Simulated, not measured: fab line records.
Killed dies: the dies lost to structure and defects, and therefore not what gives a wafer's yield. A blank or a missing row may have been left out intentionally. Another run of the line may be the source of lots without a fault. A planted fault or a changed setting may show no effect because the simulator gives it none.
Matching of chambers -- flow gf180mcu -- cmp-02 running GF_V5_CMP_04: 4 sister chambers
The step polishes SiO2. 20 wafers are shown with their chamber, then 10 later ones without.

WAFERS WITH THEIR CHAMBER
wafer,chamber,motor current A (A),retaining ring pressure frac,platen rpm (rpm)
L232.3,0,12.3,1.005,60.02
L232.5,2,11.4,0.995,59.91
L232.6,3,11.7,0.995,59.95
L234.4,2,11.4,0.999,59.90
L234.5,1,13.1,0.993,60.00
L234.6,0,12.7,1.003,59.95
L237.1,3,11.9,0.999,60.00
L237.3,1,14.0,0.998,60.01
L237.6,1,13.7,1.002,59.99
L241.3,1,13.8,0.998,60.02
L241.4,2,11.5,0.996,60.02
L241.6,2,11.7,1.002,60.00
L242.2,1,13.5,1.008,59.99
L242.3,0,12.7,1.004,59.97
L242.4,2,11.5,1.002,60.02
L243.2,3,11.6,1.003,59.96
L243.4,1,13.8,0.995,60.00
L243.5,0,11.9,0.997,60.03
L244.1,3,11.9,0.996,59.96
L244.2,1,13.3,0.991,59.96

SIGNATURES, as means of the wafers listed above
reading,chamber 0,chamber 1,chamber 2,chamber 3,scatter within a chamber
motor current A,12.400,13.600,11.500,11.775,0.27
retaining ring pressure frac,1.00225,0.99786,0.99880,0.99825,0.00447
platen rpm,59.9925,59.9957,59.9700,59.9675,0.0375
Rule: for a wafer and a chamber, the distance is found by dividing, reading by reading, the gap between the wafer's reading and the chamber's mean by the reading's scatter, squaring, summing and taking the root. If the next closest chamber is less than 2 further off than the closest, the wafer can't be placed; otherwise it belongs to the closest. The scatter: the root of (the sum of the squares of (reading less its chamber's mean) over the shown wafers, divided by (wafers less chambers)).

WAFERS WITHOUT THEIR CHAMBER
wafer,motor current A (A),retaining ring pressure frac,platen rpm (rpm)
L244.5,11.1,1.008,59.98
L245.2,12.3,0.994,60.02
L245.3,12.0,0.995,59.96
L245.5,11.1,1.005,60.08
L246.1,14.1,1.002,60.05
L246.5,11.7,1.000,59.98
L246.6,11.2,0.995,59.98
L247.1,11.6,1.004,60.05
L247.2,11.4,0.999,60.01
L247.6,13.4,0.996,59.99

CHAMBER TAKEN BY EACH
wafer,from the rows above,in truth
L244.5,can't be placed: 2 or 3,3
L245.2,can't be placed: 0 or 3 or 2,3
L245.3,can't be placed: 3 or 2 or 0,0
L245.5,can't be placed: 2 or 3 or 0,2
L246.1,1,1
L246.5,can't be placed: 3 or 2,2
L246.6,can't be placed: 2 or 3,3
L247.1,can't be placed: 2 or 3 or 0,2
L247.2,can't be placed: 2 or 3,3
L247.6,1,1
2 of 10 placed correctly. Not placeable from these rows: 8 (in 8, the candidates include the true chamber). Wrongly placed: 0.
